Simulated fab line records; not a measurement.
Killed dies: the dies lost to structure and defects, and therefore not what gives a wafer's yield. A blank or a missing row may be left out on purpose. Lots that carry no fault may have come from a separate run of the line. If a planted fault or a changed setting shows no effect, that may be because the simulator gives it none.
What tool caused it? | flow gf180mcu | Sampling: 13 lots, 39 wafers, 3 of 602 route steps

== WHAT THE GAUGES READ, wafer by wafer ==
GF_V2_CD_MEAS_14: the cd target is 260 nm. Usual: 260.4 nm for cd_nm, sd 1.4.
lot  | measured     | on        | cd_nm (nm)        | flag
L173 | day 20 13:02 | cd_sem-01 | 261.1 261.3 261.4 |
L174 | day 21 12:47 | cd_sem-02 | 259.7 259.0 259.5 |
L176 | day 22 03:13 | cd_sem-02 | 259.7 260.3 259.5 |
L177 | day 22 15:03 | cd_sem-01 | 260.1 261.0 260.3 |
L178 | day 22 18:50 | cd_sem-02 | 261.0 262.1 261.8 |
L181 | day 24 05:58 | cd_sem-02 | 258.7 258.9 258.3 |
L182 | day 24 12:19 | cd_sem-02 | 260.1 259.8 258.2 |
L186 | day 25 10:52 | cd_sem-01 | 262.0 262.9 261.8 |
L188 | day 26 03:44 | cd_sem-02 | 260.1 261.7 261.0 |
L195 | day 28 07:40 | cd_sem-01 | 261.3 261.4 261.8 |
L196 | day 28 12:14 | cd_sem-02 | 259.9 259.9 260.2 |

== TOOL THAT RAN EACH LOT (tool first, then ch and the chambers of the sampled wafers, then the start) ==
lot  | GF_CONTACT_CMP_27             | GF_M1_STRIP_17
L173 | cmp-02 ch 1,3, day 16 08:25   | plasma_asher-02 ch 0,1, day 17 07:58
L174 | cmp-01 ch 0,2,3, day 17 06:26 | plasma_asher-02 ch 0,1, day 18 07:19
L176 | cmp-02 ch 2,3, day 17 21:09   | plasma_asher-02 ch 0,1, day 18 21:19
L177 | cmp-01 ch 0,2, day 18 08:28   | plasma_asher-01 ch 0,1, day 19 09:52
L178 | cmp-01 ch 1,2,3, day 18 13:56 | plasma_asher-02 ch 0,1, day 19 15:11
L181 | cmp-01 ch 0,1,3, day 20 03:10 | plasma_asher-01 ch 0,1, day 21 04:23
L182 | cmp-02 ch 0,3, day 20 08:21   | plasma_asher-03 ch 0,1, day 21 08:58
L186 | cmp-02 ch 0,2,3, day 21 09:20 | plasma_asher-01 ch 0,1, day 22 10:16
L188 | cmp-01 ch 0,1,3, day 22 04:35 | plasma_asher-02 ch 0,1, day 23 04:47
L190 | cmp-02 ch 1,3, day 22 15:02   | -
L191 | cmp-02 ch 0,1,2, day 23 09:11 | -
L195 | cmp-01 ch 1,2, day 24 12:18   | plasma_asher-01 ch 0,1, day 25 11:18
L196 | cmp-02 ch 0,3, day 24 18:34   | plasma_asher-03 ch 0,1, day 25 16:59
- GF_CONTACT_CMP_27: polishes, stops on SiO2, t overpolish 15 s, target thk 0 nm.
- GF_M1_STRIP_17: strips in O2/N2.

== WHAT THE TOOLS THEMSELVES READ (means of the sampled wafers that have a number; where no wafer has one, the mark that the record gives instead) ==
GF_CONTACT_CMP_27. Usual: edge_zone_pressure_frac 1.001, standard deviation 0.0055; head_pressure_psi 3.500 psi, standard deviation 0.0079; motor_current_A 10.9 A, standard deviation 0.93; overpolish_run_s 15.000 s, standard deviation 0.0092; platen_rpm 60.00 rpm, standard deviation 0.036; slurry_flow_ml_min 150.0, standard deviation 0.47; time_to_endpoint_s 72 s, standard deviation 3.5.
lot  | tool   | edge_zone_pressure_frac | head_pressure_psi (psi) | motor_current_A (A) | overpolish_run_s (s) | platen_rpm (rpm) | slurry_flow_ml_min | time_to_endpoint_s (s) | flag
L173 | cmp-02 | 1.000                   | 3.500                   | 11.4                | 14.988               | 60.01            | 150.3              | 70                     |
L174 | cmp-01 | 1.001                   | 3.494                   | 10.9                | 15.010               | 60.01            | 149.9              | 74                     |
L176 | cmp-02 | 0.999                   | 3.498                   | 10.5                | 14.991               | 60.04            | 149.5              | 73                     |
L177 | cmp-01 | 0.999                   | 3.500                   | 10.2                | 14.999               | 59.99            | 149.8              | 72                     |
L178 | cmp-01 | 1.005                   | 3.504                   | 11.0                | 14.994               | 59.96            | 149.8              | 73                     |
L181 | cmp-01 | 1.003                   | 3.497                   | 10.9                | 15.002               | 60.01            | 149.8              | 71                     |
L182 | cmp-02 | 0.998                   | 3.500                   | 10.9                | 14.996               | 59.99            | 150.1              | 72                     |
L186 | cmp-02 | 1.004                   | 3.497                   | 10.3                | 14.997               | 60.01            | 149.8              | 72                     |
L188 | cmp-01 | 1.001                   | 3.503                   | 11.4                | 14.993               | 60.00            | 150.2              | 75                     |
L190 | cmp-02 | -                       | -                       | -                   | -                    | -                | -                  | -                      | OFF
L191 | cmp-02 | -                       | -                       | -                   | -                    | -                | -                  | -                      | OFF
L195 | cmp-01 | 1.005                   | 3.500                   | 10.4                | 15.000               | 60.03            | 149.6              | 67                     |
L196 | cmp-02 | 1.002                   | 3.514                   | 11.2                | 15.001               | 60.01            | 150.0              | 75                     |

GF_M1_STRIP_17. Usual: drypump_motor_current_A 5.6 A, standard deviation 0.41; heater_power_w 337 W, standard deviation 35; oes_product_au 0.536 a.u., standard deviation 0.0053; strip_time_to_endpoint_s 7.37 s, standard deviation 0.051.
lot  | tool            | drypump_motor_current_A (A) | heater_power_w (W) | oes_product_au (a.u.) | strip_time_to_endpoint_s (s) | flag
L173 | plasma_asher-02 | 5.7                         | 325                | 0.535                 | 7.35                         |
L174 | plasma_asher-02 | 5.8                         | 323                | 0.539                 | 7.39                         |
L176 | plasma_asher-02 | 5.7                         | 325                | 0.532                 | 7.36                         |
L177 | plasma_asher-01 | 5.8                         | 340                | 0.534                 | 7.36                         |
L178 | plasma_asher-02 | 5.8                         | 329                | 0.536                 | 7.41                         |
L181 | plasma_asher-01 | 5.8                         | 342                | 0.540                 | 7.40                         |
L182 | plasma_asher-03 | 5.2                         | 329                | 0.538                 | 7.37                         |
L186 | plasma_asher-01 | 5.8                         | 327                | 0.536                 | 7.33                         |
L188 | plasma_asher-02 | 5.8                         | 324                | 0.536                 | 7.40                         |
L195 | plasma_asher-01 | 5.8                         | 327                | 0.538                 | 7.36                         |
L196 | plasma_asher-03 | 5.6                         | 369                | 0.533                 | 7.35                         |

== THE ANSWER, worked out from the rows above alone ==
Rule: take the mean of a lot's wafers that have a number; if it is more than 3 standard deviations from the usual mean, the lot is off. A lot without any number at a reading at which 4 lots or more have one is off too. The other lots that the step has rows for count as sound. Order of review: gauges by route order, followed by the tools' own readings, for which a lot's mean as printed above is used. The first step at which some lot is off is used, and at that step the reading that is off furthest; a lot without a number counts as furthest.
Off: L190, L191 (GF_CONTACT_CMP_27, edge_zone_pressure_frac). Without a number there: L190, L191.
If a tool, at that step or one of the process steps before it, ran each lot that is off and ran no sound lot following the first of them, it fits. None of those tried fits.

== WHAT WAS PUT IN BY THE SIMULATOR ==
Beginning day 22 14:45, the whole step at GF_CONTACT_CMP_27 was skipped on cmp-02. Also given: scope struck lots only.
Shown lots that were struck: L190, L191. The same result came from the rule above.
